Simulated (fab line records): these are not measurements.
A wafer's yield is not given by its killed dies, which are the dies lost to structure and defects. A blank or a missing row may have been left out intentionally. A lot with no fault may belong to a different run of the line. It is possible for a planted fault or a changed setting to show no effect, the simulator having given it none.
What tool caused it? | flow gf180mcu | 36 wafers from 12 lots sampled at 6 of the route's 602 steps

== WHAT THE GAUGES SHOWED, per wafer ==
GF_LVPWELL_TW_MEAS_11.
lot  | measured    | on            | LVPWELL_TW
L122 | day 3 22:19 | film_metro-02 | 562 561 563
L124 | day 4 06:14 | film_metro-02 | 564 559 561
L126 | day 4 18:57 | film_metro-03 | 555 556 556
L128 | day 5 05:58 | film_metro-03 | 553 552 554
L129 | day 5 12:38 | film_metro-03 | 551 550 551
L130 | day 5 17:31 | film_metro-03 | 554 551 553
L132 | day 6 05:56 | film_metro-03 | 558 557 554
L133 | day 6 11:35 | film_metro-03 | 560 557 555
L139 | day 7 20:41 | film_metro-03 | 539 535 540
L140 | day 8 01:56 | film_metro-04 | 541 540 541
L143 | day 8 17:57 | film_metro-03 | 553 555 554
L144 | day 8 23:38 | film_metro-03 | 553 555 554

GF_VT_IMPLANT_RS_MEAS_48: a four-point-probe measurement.
lot  | measured     | on            | LVPWELL_RS (ohm/sq)
L122 | day 7 14:26  | film_metro-02 | 1197.5 1202.3 1199.0
L124 | day 7 22:53  | film_metro-02 | 1197.6 1198.4 1200.7
L126 | day 8 16:01  | film_metro-04 | 1196.4 1197.6 1199.2
L128 | day 9 03:44  | film_metro-03 | 1195.1 1195.9 1194.4
L129 | day 9 11:10  | film_metro-04 | 1196.1 1198.9 1197.9
L130 | day 9 18:23  | film_metro-03 | 1191.8 1196.6 1195.9
L132 | day 10 10:39 | film_metro-04 | 1199.4 1195.7 1199.5
L133 | day 10 16:09 | film_metro-04 | 1196.3 1193.4 1198.2
L139 | day 12 07:12 | film_metro-04 | 1249.3 1247.2 1250.2
L140 | day 12 13:54 | film_metro-04 | 1254.9 1252.3 1255.1
L143 | day 13 10:20 | film_metro-02 | 1198.3 1201.9 1198.0
L144 | day 13 16:29 | film_metro-03 | 1192.5 1197.6 1193.5

GF_SAB_THK_MEAS_01.
lot  | measured     | on            | SAB_CVD_00_THK (nm)
L122 | day 14 03:53 | film_metro-02 | 50.2 51.0 50.1
L124 | day 14 16:59 | film_metro-01 | 49.5 49.7 50.8
L126 | day 15 12:26 | film_metro-04 | 49.6 49.2 50.9
L128 | day 16 05:23 | film_metro-01 | 49.1 49.0 49.6
L129 | day 16 15:51 | film_metro-04 | 50.4 50.3 49.8
L130 | day 17 02:39 | film_metro-01 | 50.0 50.4 50.9
L132 | day 17 23:26 | film_metro-01 | 49.6 50.6 50.7
L133 | day 18 10:12 | film_metro-01 | 48.7 50.4 50.0
L139 | day 20 06:48 | film_metro-02 | 49.4 49.9 50.1
L140 | day 20 15:53 | film_metro-01 | 49.1 49.0 48.5
L143 | day 21 10:38 | film_metro-01 | 50.1 50.5 50.1
L144 | day 21 19:08 | film_metro-01 | 49.8 50.5 50.0

GF_V1_THK_MEAS_01.
lot  | measured     | on            | V1_CVD_00_THK (nm)
L122 | day 17 00:11 | film_metro-04 | 608 603 610
L124 | day 17 15:38 | film_metro-04 | 598 596 591
L126 | day 18 11:37 | film_metro-02 | 607 603 602
L128 | day 19 06:30 | film_metro-02 | 603 604 599
L129 | day 19 17:47 | film_metro-02 | 600 600 597
L130 | day 20 04:49 | film_metro-04 | 598 601 603
L132 | day 21 03:41 | film_metro-02 | 604 606 598
L133 | day 21 14:20 | film_metro-04 | 599 601 593
L139 | day 23 09:52 | film_metro-04 | 601 604 605
L140 | day 23 18:23 | film_metro-02 | 599 598 594
L143 | day 24 13:23 | film_metro-02 | 598 589 603
L144 | day 24 20:39 | film_metro-04 | 596 594 603

== EACH LOT AND THE TOOL THAT RAN IT (in order: tool; ch and the chambers of the sampled wafers; start) ==
lot  | GF_LVPWELL_IMPLANT_08          | GF_SALICIDE_RTA_06
L122 | implanter-04 ch 0, day 3 21:58 | rtp_anneal-01 ch 0, day 15 01:26
L124 | implanter-02 ch 0, day 4 05:50 | rtp_anneal-02 ch 0, day 15 15:22
L126 | implanter-01 ch 0, day 4 18:34 | rtp_anneal-02 ch 0, day 16 10:37
L128 | implanter-01 ch 0, day 5 05:34 | rtp_anneal-01 ch 0, day 17 04:46
L129 | implanter-02 ch 0, day 5 12:14 | rtp_anneal-02 ch 0, day 17 15:07
L130 | implanter-02 ch 0, day 5 17:08 | rtp_anneal-02 ch 0, day 18 02:03
L132 | implanter-02 ch 0, day 6 05:32 | rtp_anneal-01 ch 0, day 18 23:55
L133 | implanter-02 ch 0, day 6 11:11 | rtp_anneal-01 ch 0, day 19 10:28
L139 | implanter-02 ch 0, day 7 20:17 | rtp_anneal-01 ch 0, day 21 07:37
L140 | implanter-02 ch 0, day 8 01:32 | rtp_anneal-02 ch 0, day 21 16:52
L143 | implanter-04 ch 0, day 8 17:34 | rtp_anneal-01 ch 0, day 22 11:28
L144 | implanter-04 ch 0, day 8 23:14 | rtp_anneal-01 ch 0, day 22 19:31
- GF_LVPWELL_IMPLANT_08
- GF_SALICIDE_RTA_06: time 30 s.

== WHAT THE TOOLS THEMSELVES READ (means of the sampled wafers that have a number; where no wafer has one, the mark that the record gives instead) ==
GF_LVPWELL_IMPLANT_08.
lot  | tool         | dose_ions_cm2 | faraday_current_uA | tilt_deg (degrees)
L122 | implanter-04 | 1.5e+13       | 86.0               | 0.011
L124 | implanter-02 | 1.5e+13       | 84.1               | 0.014
L126 | implanter-01 | 1.5e+13       | 84.3               | 0.025
L128 | implanter-01 | 1.5e+13       | 86.3               | -0.006
L129 | implanter-02 | 1.5e+13       | 84.7               | -0.008
L130 | implanter-02 | 1.5e+13       | 85.4               | 0.000
L132 | implanter-02 | 1.5e+13       | 84.1               | -0.001
L133 | implanter-02 | 1.5e+13       | 83.5               | 0.001
L139 | implanter-02 | 1.4e+13       | 78.0               | -0.018
L140 | implanter-02 | 1.4e+13       | 77.3               | -0.003
L143 | implanter-04 | 1.5e+13       | 82.9               | 0.026
L144 | implanter-04 | 1.5e+13       | 84.8               | 0.004

GF_SALICIDE_RTA_06.
lot  | tool          | lamp_power_pct (%) | wafer_temp_C_max
L122 | rtp_anneal-01 | 5.99               | 533.5
L124 | rtp_anneal-02 | 5.57               | 534.5
L126 | rtp_anneal-02 | 5.57               | 534.8
L128 | rtp_anneal-01 | 5.99               | 533.7
L129 | rtp_anneal-02 | 5.57               | 535.3
L130 | rtp_anneal-02 | 5.57               | 534.4
L132 | rtp_anneal-01 | 5.99               | 533.2
L133 | rtp_anneal-01 | 5.99               | 532.7
L139 | rtp_anneal-01 | 5.99               | 533.3
L140 | rtp_anneal-02 | 5.57               | 534.3
L143 | rtp_anneal-01 | 5.99               | 533.1
L144 | rtp_anneal-01 | 6.00               | 533.2

== THE ANSWER, worked out from the rows above alone ==
Rule: the usual values come from the lots themselves. Put in order of their means at a reading, lots are off if they are a third of the lots or fewer, leave a main group of 4 or more, and stand apart from it by a gap of 3 or more times the standard deviation of the main group's means; of several such gaps the widest counts. A main group whose means are all the same, to the digits that the tables above print for the reading, isn't used. Also off: a lot with no number at a reading for which 4 or more lots have one. Where the step has rows for the other lots, those lots are counted as sound. After the gauges, taken in route order, come the tools' own readings; for these a lot's mean is taken, as printed above. At the first step where some lot is off, the reading lying furthest off is the one used; lots without a number count as furthest.
Off: L139, L140, at GF_VT_IMPLANT_RS_MEAS_48 (LVPWELL_RS). The main group has a mean of 1197.2 ohm/sq with a standard deviation of 1.8.
If a tool, at a process step before that reading, ran all the lots that are off and no sound lot after the first of them, it fits. The gauges at GF_VT_IMPLANT_RS_MEAS_48 aren't tried: what is off there is off at GF_LVPWELL_IMPLANT_08 too, on other tools, and a gauge's error can't cause that. One fits: implanter-02 at GF_LVPWELL_IMPLANT_08. A fault onset in the window from L133 (day 6 11:11, its last sound lot) to L139 (day 7 20:17, its first lot off) fits.
The tool's own readings at GF_LVPWELL_IMPLANT_08 bear it out: on the lots that are off they differ by more than 5 times the standard deviation of the sound lots' means. dose_ions_cm2 reads 1.4e+13 there against 1.5e+13 on the sound lots; faraday_current_uA reads 77.7 there against 84.6 on the sound lots.

== WHAT THE SIMULATOR PUT IN ==
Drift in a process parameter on implanter-02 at GF_LVPWELL_IMPLANT_08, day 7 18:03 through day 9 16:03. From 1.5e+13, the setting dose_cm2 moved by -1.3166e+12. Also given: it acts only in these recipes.
Lots struck among those shown: L139, L140. Same finding as the rule above.
